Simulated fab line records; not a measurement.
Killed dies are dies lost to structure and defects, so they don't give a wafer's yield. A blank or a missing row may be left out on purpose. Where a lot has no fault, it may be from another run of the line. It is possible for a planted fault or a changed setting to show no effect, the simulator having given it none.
fab line records || flow sky130 || part 2 of 2: steps 34 to 46 of 46
record {"lots": 5, "wafers": 15, "last_day": 49}
route steps=708 shown VT_ADJUST_HVTR@140 VT_ADJUST_PCH@143 SONOS_TUNNEL@154 SONOS_ONO@168
lots that met no fault: taken from a fault-free run of the same line
start_h: start of the lot's first displayed wafer, in hours after the record's first day || wait_h: hours from the lot's prior step to this one || " repeats the value in the row above || L1.1+2: a row that stands for several wafers || - value missing, or start not given || * or withheld: withheld || < > ~ a bound
route shown NAME@n: a module of which the file shows steps, and the number in the route of the first || usual: the fault-free wafers' mean and standard deviation || same: alike in all rows || chamber/n: place in a boat || sites: each site's reading || _std_site: the values' standard deviation || _edge_site: outer sites' mean less inner sites' || radius_mm: how far each site lies from the wafer's centre || mask NAME#n: copy n || behind: the last tool/chamber to shape the wafer || hold: why the lot was held/for how many hours/how that ended || device: names the non-switching transistor (n, p or np) || end of line: tests run on the same wafers once the route is complete || a step with no rows: only its recipe || killed: dies that structure and defects cost at the first sort, which is not the same as the wafer's yield || map: the dies of a wafer, with x for killed, . for not killed, _ for no die there
set.NAME: the run value of the setting; set.NAME@STEP: its run value at that earlier step || model.NAME: the simulator's own value behind a step, which no gauge read
a table for each step, a row for each wafer; lots at some steps of the route
services: the hour from which a tool's chamber was out of use, counted from the record's first day as start_h (under 0 if before that day), plus the number of hours and why
## steps
# step SKY_SONOS_ONO_THK_MEAS_05
# recipe {"reads": "SiO2_of_SONOS_ONO_CVD_04"}
# usual {"SONOS_ONO_CVD_04_THK": "5.76/0.11"}
{"lot.wafer": "L076.1", "tool": "film_metro-04", "chamber": "-", "start_h": 274.08, "wait_h": 0.0, "SONOS_ONO_CVD_04_THK[nm]": 5.80}
{"lot.wafer": "L076.3", "tool": "film_metro-04", "chamber": "-", "start_h": 274.08, "wait_h": 0.0, "SONOS_ONO_CVD_04_THK[nm]": 5.76}
{"lot.wafer": "L076.4", "tool": "film_metro-04", "chamber": "-", "start_h": 274.08, "wait_h": 0.0, "SONOS_ONO_CVD_04_THK[nm]": 5.73}
{"lot.wafer": "L081.3", "tool": "film_metro-04", "chamber": "-", "start_h": 318.17, "wait_h": 0.0, "SONOS_ONO_CVD_04_THK[nm]": 5.81}
{"lot.wafer": "L081.4", "tool": "film_metro-04", "chamber": "-", "start_h": 318.17, "wait_h": 0.0, "SONOS_ONO_CVD_04_THK[nm]": 5.90}
{"lot.wafer": "L081.6", "tool": "film_metro-04", "chamber": "-", "start_h": 318.17, "wait_h": 0.0, "SONOS_ONO_CVD_04_THK[nm]": 5.85}
{"lot.wafer": "L084.3", "tool": "film_metro-04", "chamber": "-", "start_h": 335.20, "wait_h": 0.0, "SONOS_ONO_CVD_04_THK[nm]": 5.81}
{"lot.wafer": "L084.5", "tool": "film_metro-04", "chamber": "-", "start_h": 335.20, "wait_h": 0.0, "SONOS_ONO_CVD_04_THK[nm]": 5.76}
{"lot.wafer": "L084.6", "tool": "film_metro-04", "chamber": "-", "start_h": 335.20, "wait_h": 0.0, "SONOS_ONO_CVD_04_THK[nm]": 5.76}
{"lot.wafer": "L091.3", "tool": "film_metro-03", "chamber": "-", "start_h": 388.60, "wait_h": 0.0, "SONOS_ONO_CVD_04_THK[nm]": 5.65}
{"lot.wafer": "L091.5", "tool": "film_metro-03", "chamber": "-", "start_h": 388.60, "wait_h": 0.0, "SONOS_ONO_CVD_04_THK[nm]": 5.66}
{"lot.wafer": "L091.6", "tool": "film_metro-03", "chamber": "-", "start_h": 388.60, "wait_h": 0.0, "SONOS_ONO_CVD_04_THK[nm]": 5.75}
{"lot.wafer": "L095.2", "tool": "film_metro-03", "chamber": "-", "start_h": 423.31, "wait_h": 0.0, "SONOS_ONO_CVD_04_THK[nm]": 5.82}
{"lot.wafer": "L095.3", "tool": "film_metro-03", "chamber": "-", "start_h": 423.31, "wait_h": 0.0, "SONOS_ONO_CVD_04_THK[nm]": 5.80}
{"lot.wafer": "L095.6", "tool": "film_metro-03", "chamber": "-", "start_h": 423.31, "wait_h": 0.0, "SONOS_ONO_CVD_04_THK[nm]": 5.71}
# step SKY_SONOS_ONO_DEHYDRATE_06
# recipe {"temp_c": 200, "time_s": 60}
{"lot.wafer": "L076.1+3+4", "tool": "litho_track-01", "chamber": 0, "start_h": 285.06, "wait_h": 11.0}
{"lot.wafer": "L081.3+4+6", "tool": "litho_track-01", "chamber": 0, "start_h": 330.81, "wait_h": 12.6}
{"lot.wafer": "L084.3+5+6", "tool": "litho_track-03", "chamber": 0, "start_h": 347.46, "wait_h": 12.2}
{"lot.wafer": "L091.3+5+6", "tool": "litho_track-04", "chamber": 0, "start_h": 402.20, "wait_h": 13.6}
{"lot.wafer": "L095.2+3+6", "tool": "litho_track-01", "chamber": 0, "start_h": 438.04, "wait_h": 14.7}
# step SKY_SONOS_ONO_HMDS_07
# recipe {"prime_time_s": 60, "prime_temp_c": 120}
{"lot.wafer": "L076.1+3+4", "tool": "litho_track-01", "chamber": 0, "start_h": 285.21, "wait_h": 0.1}
{"lot.wafer": "L081.3+4+6", "tool": "litho_track-01", "chamber": 0, "start_h": 330.96, "wait_h": 0.1}
{"lot.wafer": "L084.3+5+6", "tool": "litho_track-03", "chamber": 0, "start_h": 347.61, "wait_h": 0.1}
{"lot.wafer": "L091.3+5+6", "tool": "litho_track-04", "chamber": 0, "start_h": 402.35, "wait_h": 0.1}
{"lot.wafer": "L095.2+3+6", "tool": "litho_track-01", "chamber": 0, "start_h": 438.19, "wait_h": 0.1}
# step SKY_SONOS_ONO_COAT_08
# recipe {"resist": "NOVOLAK", "spin_rpm": 3000, "resist_thk_nm": 1140}
{"lot.wafer": "L076.1+3+4", "tool": "litho_track-01", "chamber": 0, "start_h": 285.36, "wait_h": 0.1}
{"lot.wafer": "L081.3+4+6", "tool": "litho_track-01", "chamber": 0, "start_h": 331.11, "wait_h": 0.1}
{"lot.wafer": "L084.3+5+6", "tool": "litho_track-03", "chamber": 0, "start_h": 347.76, "wait_h": 0.1}
{"lot.wafer": "L091.3+5+6", "tool": "litho_track-04", "chamber": 0, "start_h": 402.50, "wait_h": 0.1}
{"lot.wafer": "L095.2+3+6", "tool": "litho_track-01", "chamber": 0, "start_h": 438.34, "wait_h": 0.1}
# step SKY_SONOS_ONO_SOFTBAKE_09
# recipe {"temp_c": 90, "time_s": 60, "resist": "NOVOLAK"}
{"lot.wafer": "L076.1+3+4", "tool": "litho_track-01", "chamber": 0, "start_h": 285.51, "wait_h": 0.1}
{"lot.wafer": "L081.3+4+6", "tool": "litho_track-01", "chamber": 0, "start_h": 331.26, "wait_h": 0.1}
{"lot.wafer": "L084.3+5+6", "tool": "litho_track-03", "chamber": 0, "start_h": 347.91, "wait_h": 0.1}
{"lot.wafer": "L091.3+5+6", "tool": "litho_track-04", "chamber": 0, "start_h": 402.65, "wait_h": 0.1}
{"lot.wafer": "L095.2+3+6", "tool": "litho_track-01", "chamber": 0, "start_h": 438.49, "wait_h": 0.1}
# step SKY_SONOS_ONO_EXPOSE_10
# recipe {"mask_id": "ONOM", "target_cd_nm": 410, "na": 0.6, "source_shape": "conventional", "sigma_outer": 0.6, "dose_mj": 150}
{"lot.wafer": "L076.1+3+4", "tool": "iline_stepper-02", "chamber": 0, "start_h": "-", "wait_h": "-", "mask": "ONOM#0"}
{"lot.wafer": "L081.3+4+6", "tool": "iline_stepper-01", "chamber": 0, "start_h": "-", "wait_h": "-", "mask": "ONOM#0"}
{"lot.wafer": "L084.3+5+6", "tool": "iline_stepper-01", "chamber": 0, "start_h": "-", "wait_h": "-", "mask": "ONOM#0"}
{"lot.wafer": "L091.3+5+6", "tool": "iline_stepper-01", "chamber": 0, "start_h": "-", "wait_h": "-", "mask": "ONOM#0"}
{"lot.wafer": "L095.2+3+6", "tool": "iline_stepper-01", "chamber": 0, "start_h": "-", "wait_h": "-", "mask": "ONOM#0"}
# step SKY_SONOS_ONO_PEB_11
# recipe {"temp_c": "withheld", "time_s": "*", "resist": "NOVOLAK"}
{"lot.wafer": "L076.1+3+4", "tool": "litho_track-03", "chamber": 0, "start_h": "-", "wait_h": "-"}
{"lot.wafer": "L081.3+4+6", "tool": "litho_track-04", "chamber": 0, "start_h": "-", "wait_h": "-"}
{"lot.wafer": "L084.3+5+6", "tool": "litho_track-04", "chamber": 0, "start_h": "-", "wait_h": "-"}
{"lot.wafer": "L091.3+5+6", "tool": "litho_track-03", "chamber": 0, "start_h": "-", "wait_h": "-"}
{"lot.wafer": "L095.2+3+6", "tool": "litho_track-04", "chamber": 0, "start_h": "-", "wait_h": "-"}
# step SKY_SONOS_ONO_DEVELOP_12
# recipe {"develop_time_s": 60, "dev_temp_c": 23}
{"lot.wafer": "L076.1+3+4", "tool": "litho_track-03", "chamber": 0, "start_h": 298.81, "wait_h": 0.1}
{"lot.wafer": "L081.3+4+6", "tool": "litho_track-04", "chamber": 0, "start_h": 344.10, "wait_h": 0.1}
{"lot.wafer": "L084.3+5+6", "tool": "litho_track-04", "chamber": 0, "start_h": 361.60, "wait_h": 0.1}
{"lot.wafer": "L091.3+5+6", "tool": "litho_track-03", "chamber": 0, "start_h": 417.51, "wait_h": 0.1}
{"lot.wafer": "L095.2+3+6", "tool": "litho_track-04", "chamber": 0, "start_h": 454.17, "wait_h": 0.1}
# step SKY_SONOS_ONO_CD_MEAS_13
# recipe {"target_cd_nm": 410}
# usual {"cd_nm": "409.7/2"}
{"lot.wafer": "L076.1", "tool": "cd_sem-02", "chamber": "-", "start_h": 298.96, "wait_h": 0.1, "cd_nm": 408.4}
{"lot.wafer": "L076.3", "tool": "cd_sem-02", "chamber": "-", "start_h": 298.96, "wait_h": 0.1, "cd_nm": 410.2}
{"lot.wafer": "L076.4", "tool": "cd_sem-02", "chamber": "-", "start_h": 298.96, "wait_h": 0.1, "cd_nm": 410.2}
{"lot.wafer": "L081.3", "tool": "cd_sem-01", "chamber": "-", "start_h": 344.24, "wait_h": 0.1, "cd_nm": 407.7}
{"lot.wafer": "L081.4", "tool": "cd_sem-01", "chamber": "-", "start_h": 344.24, "wait_h": 0.1, "cd_nm": 408.2}
{"lot.wafer": "L081.6", "tool": "cd_sem-01", "chamber": "-", "start_h": 344.24, "wait_h": 0.1, "cd_nm": 406.9}
{"lot.wafer": "L084.3", "tool": "cd_sem-02", "chamber": "-", "start_h": 361.74, "wait_h": 0.1, "cd_nm": 413.3}
{"lot.wafer": "L084.5", "tool": "cd_sem-02", "chamber": "-", "start_h": 361.74, "wait_h": 0.1, "cd_nm": 415.1}
{"lot.wafer": "L084.6", "tool": "cd_sem-02", "chamber": "-", "start_h": 361.74, "wait_h": 0.1, "cd_nm": 414.3}
{"lot.wafer": "L091.3", "tool": "cd_sem-02", "chamber": "-", "start_h": 417.65, "wait_h": 0.1, "cd_nm": 409.4}
{"lot.wafer": "L091.5", "tool": "cd_sem-02", "chamber": "-", "start_h": 417.65, "wait_h": 0.1, "cd_nm": 409.0}
{"lot.wafer": "L091.6", "tool": "cd_sem-02", "chamber": "-", "start_h": 417.65, "wait_h": 0.1, "cd_nm": 408.1}
{"lot.wafer": "L095.2", "tool": "cd_sem-01", "chamber": "-", "start_h": 454.32, "wait_h": 0.1, "cd_nm": 410.1}
{"lot.wafer": "L095.3", "tool": "cd_sem-01", "chamber": "-", "start_h": 454.32, "wait_h": 0.1, "cd_nm": 408.5}
{"lot.wafer": "L095.6", "tool": "cd_sem-01", "chamber": "-", "start_h": 454.32, "wait_h": 0.1, "cd_nm": 412.1}
# step SKY_SONOS_ONO_OVL_MEAS_14
# usual {"SONOS_ONO_OVL": "-0.1/1.2"}
{"lot.wafer": "L076.1", "tool": "overlay-02", "chamber": "-", "start_h": 299.08, "wait_h": 0.1, "SONOS_ONO_OVL[nm]": -1.2}
{"lot.wafer": "L076.3", "tool": "overlay-02", "chamber": "-", "start_h": 299.08, "wait_h": 0.1, "SONOS_ONO_OVL[nm]": -1.3}
{"lot.wafer": "L076.4", "tool": "overlay-02", "chamber": "-", "start_h": 299.08, "wait_h": 0.1, "SONOS_ONO_OVL[nm]": -3.1}
{"lot.wafer": "L081.3", "tool": "overlay-02", "chamber": "-", "start_h": 344.33, "wait_h": 0.1, "SONOS_ONO_OVL[nm]": -1.5}
{"lot.wafer": "L081.4", "tool": "overlay-02", "chamber": "-", "start_h": 344.33, "wait_h": 0.1, "SONOS_ONO_OVL[nm]": 1.6}
{"lot.wafer": "L081.6", "tool": "overlay-02", "chamber": "-", "start_h": 344.33, "wait_h": 0.1, "SONOS_ONO_OVL[nm]": -0.1}
{"lot.wafer": "L084.3", "tool": "overlay-02", "chamber": "-", "start_h": 361.83, "wait_h": 0.1, "SONOS_ONO_OVL[nm]": 0.4}
{"lot.wafer": "L084.5", "tool": "overlay-02", "chamber": "-", "start_h": 361.83, "wait_h": 0.1, "SONOS_ONO_OVL[nm]": 0.5}
{"lot.wafer": "L084.6", "tool": "overlay-02", "chamber": "-", "start_h": 361.83, "wait_h": 0.1, "SONOS_ONO_OVL[nm]": 0.0}
{"lot.wafer": "L091.3", "tool": "overlay-01", "chamber": "-", "start_h": 417.74, "wait_h": 0.1, "SONOS_ONO_OVL[nm]": -0.1}
{"lot.wafer": "L091.5", "tool": "overlay-01", "chamber": "-", "start_h": 417.74, "wait_h": 0.1, "SONOS_ONO_OVL[nm]": -0.3}
{"lot.wafer": "L091.6", "tool": "overlay-01", "chamber": "-", "start_h": 417.74, "wait_h": 0.1, "SONOS_ONO_OVL[nm]": -2.7}
{"lot.wafer": "L095.2", "tool": "overlay-02", "chamber": "-", "start_h": 454.43, "wait_h": 0.1, "SONOS_ONO_OVL[nm]": 0.0}
{"lot.wafer": "L095.3", "tool": "overlay-02", "chamber": "-", "start_h": 454.43, "wait_h": 0.1, "SONOS_ONO_OVL[nm]": 0.8}
{"lot.wafer": "L095.6", "tool": "overlay-02", "chamber": "-", "start_h": 454.43, "wait_h": 0.1, "SONOS_ONO_OVL[nm]": 1.3}
# step SKY_SONOS_ONO_ETCH_15
# recipe {"target_depth_nm": 19.52, "chemistry": "CHF3/O2", "source_w": 600, "bias_w": 200, "pressure_mtorr": 40, "chf3_flow_sccm": 50, "O2_flow_sccm": 5, "time_s": 7.8}
# usual {"bias_w": "200.0/0.56", "drypump_motor_current_A": "5.5/0.42", "oes_product_au": "0.999/0.007", "throttle_valve_pct": "8.823/0.0088"}
{"lot.wafer": "L076.1", "tool": "rie_diel-04", "chamber": 3, "start_h": 299.12, "wait_h": 0.0, "bias_w": 199.4, "drypump_motor_current_A": 6.2, "oes_product_au": 1.009, "rf_hours_counter_h": 0, "throttle_valve_pct": 8.809}
{"lot.wafer": "L076.3", "tool": "rie_diel-04", "chamber": 2, "start_h": 299.12, "wait_h": 0.0, "bias_w": 200.6, "drypump_motor_current_A": 5.4, "oes_product_au": 1.003, "rf_hours_counter_h": 91, "throttle_valve_pct": 8.822}
{"lot.wafer": "L076.4", "tool": "rie_diel-04", "chamber": 0, "start_h": 299.12, "wait_h": 0.0, "bias_w": 200.1, "drypump_motor_current_A": 5.1, "oes_product_au": 1.003, "rf_hours_counter_h": 5, "throttle_valve_pct": 8.833}
{"lot.wafer": "L081.3", "tool": "rie_diel-03", "chamber": 1, "start_h": 344.36, "wait_h": 0.0, "bias_w": 200.2, "drypump_motor_current_A": 5.5, "oes_product_au": 0.992, "rf_hours_counter_h": 1, "throttle_valve_pct": 8.837}
{"lot.wafer": "L081.4", "tool": "rie_diel-03", "chamber": 2, "start_h": 344.36, "wait_h": 0.0, "bias_w": 200.2, "drypump_motor_current_A": 5.7, "oes_product_au": 0.995, "rf_hours_counter_h": 90, "throttle_valve_pct": 8.841}
{"lot.wafer": "L081.6", "tool": "rie_diel-03", "chamber": 2, "start_h": 344.36, "wait_h": 0.0, "bias_w": 200.8, "drypump_motor_current_A": 5.7, "oes_product_au": 0.996, "rf_hours_counter_h": "-", "throttle_valve_pct": 8.815}
{"lot.wafer": "L084.3", "tool": "rie_diel-03", "chamber": 2, "start_h": 361.86, "wait_h": 0.0, "bias_w": 200.1, "drypump_motor_current_A": 5.6, "oes_product_au": 0.996, "rf_hours_counter_h": 91, "throttle_valve_pct": 8.819}
{"lot.wafer": "L084.5", "tool": "rie_diel-03", "chamber": 2, "start_h": 361.86, "wait_h": 0.0, "bias_w": 200.3, "drypump_motor_current_A": 5.6, "oes_product_au": 0.992, "rf_hours_counter_h": "-", "throttle_valve_pct": 8.815}
{"lot.wafer": "L084.6", "tool": "rie_diel-03", "chamber": 1, "start_h": 361.86, "wait_h": 0.0, "bias_w": 200.7, "drypump_motor_current_A": 5.5, "oes_product_au": 0.996, "rf_hours_counter_h": "-", "throttle_valve_pct": 8.828}
{"lot.wafer": "L091.3", "tool": "rie_diel-03", "chamber": 2, "start_h": 417.77, "wait_h": 0.0, "bias_w": 200.1, "drypump_motor_current_A": 5.6, "oes_product_au": 0.994, "rf_hours_counter_h": 92, "throttle_valve_pct": 8.825}
{"lot.wafer": "L091.5", "tool": "rie_diel-03", "chamber": 1, "start_h": 417.77, "wait_h": 0.0, "bias_w": 201.1, "drypump_motor_current_A": 5.6, "oes_product_au": 1.003, "rf_hours_counter_h": "-", "throttle_valve_pct": 8.817}
{"lot.wafer": "L091.6", "tool": "rie_diel-03", "chamber": 2, "start_h": 417.77, "wait_h": 0.0, "bias_w": 199.3, "drypump_motor_current_A": 5.6, "oes_product_au": 1.005, "rf_hours_counter_h": "-", "throttle_valve_pct": 8.808}
{"lot.wafer": "L095.2", "tool": "rie_diel-04", "chamber": 1, "start_h": 454.46, "wait_h": 0.0, "bias_w": 198.5, "drypump_motor_current_A": 4.8, "oes_product_au": 1.005, "rf_hours_counter_h": 4, "throttle_valve_pct": 8.825}
{"lot.wafer": "L095.3", "tool": "rie_diel-04", "chamber": 2, "start_h": 454.46, "wait_h": 0.0, "bias_w": 199.5, "drypump_motor_current_A": 5.4, "oes_product_au": 1.003, "rf_hours_counter_h": 95, "throttle_valve_pct": 8.830}
{"lot.wafer": "L095.6", "tool": "rie_diel-04", "chamber": 1, "start_h": 454.46, "wait_h": 0.0, "bias_w": 200.2, "drypump_motor_current_A": 4.8, "oes_product_au": 1.003, "rf_hours_counter_h": "-", "throttle_valve_pct": 8.812}
# step SKY_SONOS_ONO_WET_ETCH_16
# recipe {"chemistry": "dHF", "target_depth_nm": 14, "dry": "n2_spin", "target": "SiO2", "dilution": "100:1", "temp_c": 25, "time_s": 280}
{"lot.wafer": "L076.1+3+4", "tool": "wet_bench-02", "chamber": 0, "start_h": 299.14, "wait_h": 0.0}
{"lot.wafer": "L081.3+4+6", "tool": "wet_bench-01", "chamber": 2, "start_h": 344.38, "wait_h": 0.0}
{"lot.wafer": "L084.3+5+6", "tool": "wet_bench-02", "chamber": 2, "start_h": 361.88, "wait_h": 0.0}
{"lot.wafer": "L091.3+5+6", "tool": "wet_bench-01", "chamber": 3, "start_h": 417.79, "wait_h": 0.0}
{"lot.wafer": "L095.2+3+6", "tool": "wet_bench-04", "chamber": 1, "start_h": 454.48, "wait_h": 0.0}
# step SKY_SONOS_ONO_STRIP_17
# recipe {"chemistry": "O2/N2", "power_w": 1400, "pressure_mtorr": 1500, "platen_temp_c": "withheld", "o2_flow_sccm": 3000, "n2_flow_sccm": 300, "overash_fraction": 0.5}
# usual {"drypump_motor_current_A": "5.7/0.48", "oes_product_au": "0.710/0.0041", "strip_time_to_endpoint_s": "14.09/0.044"}
{"lot.wafer": "L076.1", "tool": "plasma_asher-01", "chamber": 0, "start_h": 299.23, "wait_h": 0.0, "drypump_motor_current_A": 4.9, "oes_product_au": 0.699, "rf_hours_counter_h": 60, "strip_time_to_endpoint_s": 14.16}
{"lot.wafer": "L076.3", "tool": "plasma_asher-01", "chamber": 0, "start_h": 299.23, "wait_h": 0.0, "drypump_motor_current_A": 4.9, "oes_product_au": 0.712, "rf_hours_counter_h": "-", "strip_time_to_endpoint_s": 14.11}
{"lot.wafer": "L076.4", "tool": "plasma_asher-01", "chamber": 1, "start_h": 299.23, "wait_h": 0.0, "drypump_motor_current_A": 5.5, "oes_product_au": 0.713, "rf_hours_counter_h": "-", "strip_time_to_endpoint_s": 14.18}
{"lot.wafer": "L081.3", "tool": "plasma_asher-01", "chamber": 1, "start_h": 344.50, "wait_h": 0.0, "drypump_motor_current_A": 5.5, "oes_product_au": 0.704, "rf_hours_counter_h": "-", "strip_time_to_endpoint_s": 14.09}
{"lot.wafer": "L081.4", "tool": "plasma_asher-01", "chamber": 0, "start_h": 344.50, "wait_h": 0.0, "drypump_motor_current_A": 4.9, "oes_product_au": 0.714, "rf_hours_counter_h": "-", "strip_time_to_endpoint_s": 14.06}
{"lot.wafer": "L081.6", "tool": "plasma_asher-01", "chamber": 1, "start_h": 344.50, "wait_h": 0.0, "drypump_motor_current_A": 5.5, "oes_product_au": 0.712, "rf_hours_counter_h": "-", "strip_time_to_endpoint_s": 14.08}
{"lot.wafer": "L084.3", "tool": "plasma_asher-01", "chamber": 1, "start_h": 362.00, "wait_h": 0.0, "drypump_motor_current_A": 5.5, "oes_product_au": 0.707, "rf_hours_counter_h": "-", "strip_time_to_endpoint_s": 13.97}
{"lot.wafer": "L084.5", "tool": "plasma_asher-01", "chamber": 0, "start_h": 362.00, "wait_h": 0.0, "drypump_motor_current_A": 4.9, "oes_product_au": 0.714, "rf_hours_counter_h": "-", "strip_time_to_endpoint_s": 14.01}
{"lot.wafer": "L084.6", "tool": "plasma_asher-01", "chamber": 1, "start_h": 362.00, "wait_h": 0.0, "drypump_motor_current_A": 5.5, "oes_product_au": 0.710, "rf_hours_counter_h": "-", "strip_time_to_endpoint_s": 13.99}
{"lot.wafer": "L091.3", "tool": "plasma_asher-02", "chamber": 0, "start_h": 417.91, "wait_h": 0.0, "drypump_motor_current_A": 6.2, "oes_product_au": 0.706, "rf_hours_counter_h": "-", "strip_time_to_endpoint_s": 14.12}
{"lot.wafer": "L091.5", "tool": "plasma_asher-02", "chamber": 1, "start_h": 417.91, "wait_h": 0.0, "drypump_motor_current_A": 5.8, "oes_product_au": 0.715, "rf_hours_counter_h": "-", "strip_time_to_endpoint_s": 14.11}
{"lot.wafer": "L091.6", "tool": "plasma_asher-02", "chamber": 0, "start_h": 417.91, "wait_h": 0.0, "drypump_motor_current_A": 6.2, "oes_product_au": 0.710, "rf_hours_counter_h": "-", "strip_time_to_endpoint_s": 14.12}
{"lot.wafer": "L095.2", "tool": "plasma_asher-04", "chamber": 0, "start_h": 454.65, "wait_h": 0.0, "drypump_motor_current_A": 6.3, "oes_product_au": 0.718, "rf_hours_counter_h": 60, "strip_time_to_endpoint_s": 14.07}
{"lot.wafer": "L095.3", "tool": "plasma_asher-04", "chamber": 1, "start_h": 454.65, "wait_h": 0.0, "drypump_motor_current_A": 5.5, "oes_product_au": 0.709, "rf_hours_counter_h": "-", "strip_time_to_endpoint_s": 13.99}
{"lot.wafer": "L095.6", "tool": "plasma_asher-04", "chamber": 0, "start_h": 454.65, "wait_h": 0.0, "drypump_motor_current_A": 6.3, "oes_product_au": 0.712, "rf_hours_counter_h": "-", "strip_time_to_endpoint_s": 14.05}
## services
{"tool": "iline_stepper-01", "chamber": "-", "start_h": 196.27, "hours": 1.7, "kind": "pm"}
{"tool": "plasma_asher-04", "chamber": "-", "start_h": 197.58, "hours": 12.7, "kind": "repair"}
{"tool": "implanter-03", "chamber": "-", "start_h": 200.78, "hours": 3.0, "kind": "repair"}
{"tool": "plasma_asher-01", "chamber": "-", "start_h": 207.45, "hours": 2.7, "kind": "repair"}
{"tool": "rie_diel-03", "chamber": "-", "start_h": 209.26, "hours": 14.6, "kind": "pm"}
{"tool": "iline_stepper-02", "chamber": "-", "start_h": 224.77, "hours": 4.4, "kind": "pm"}
{"tool": "furnace-01", "chamber": "-", "start_h": 236.84, "hours": 4.8, "kind": "pm"}
{"tool": "wet_bench-04", "chamber": "-", "start_h": 251.22, "hours": 5.0, "kind": "repair"}
{"tool": "plasma_asher-03", "chamber": "-", "start_h": 265.75, "hours": 1.4, "kind": "repair"}
{"tool": "lpcvd-02", "chamber": "-", "start_h": 266.63, "hours": 1.9, "kind": "repair"}
{"tool": "plasma_asher-04", "chamber": "-", "start_h": 295.52, "hours": 1.5, "kind": "repair"}
{"tool": "iline_stepper-01", "chamber": "-", "start_h": 297.54, "hours": 7.5, "kind": "repair"}
{"tool": "plasma_asher-03", "chamber": "-", "start_h": 314.61, "hours": 1.6, "kind": "repair"}
{"tool": "furnace-01", "chamber": "-", "start_h": 315.22, "hours": 3.5, "kind": "pm"}
{"tool": "wet_bench-04", "chamber": "-", "start_h": 315.56, "hours": 4.6, "kind": "repair"}
{"tool": "implanter-03", "chamber": "-", "start_h": 316.90, "hours": 5.0, "kind": "repair"}
{"tool": "lpcvd-02", "chamber": "-", "start_h": 342.59, "hours": 0.6, "kind": "repair"}
{"tool": "plasma_asher-04", "chamber": "-", "start_h": 348.73, "hours": 13.9, "kind": "repair"}
{"tool": "implanter-03", "chamber": "-", "start_h": 369.17, "hours": 1.3, "kind": "repair"}
{"tool": "iline_stepper-02", "chamber": "-", "start_h": 379.86, "hours": 2.6, "kind": "repair"}
{"tool": "iline_stepper-02", "chamber": "-", "start_h": 407.36, "hours": 1.7, "kind": "pm"}
{"tool": "iline_stepper-01", "chamber": "-", "start_h": 414.45, "hours": 1.7, "kind": "pm"}
{"tool": "plasma_asher-01", "chamber": "-", "start_h": 421.25, "hours": 9.0, "kind": "pm"}
{"tool": "iline_stepper-02", "chamber": "-", "start_h": 438.34, "hours": 3.4, "kind": "repair"}
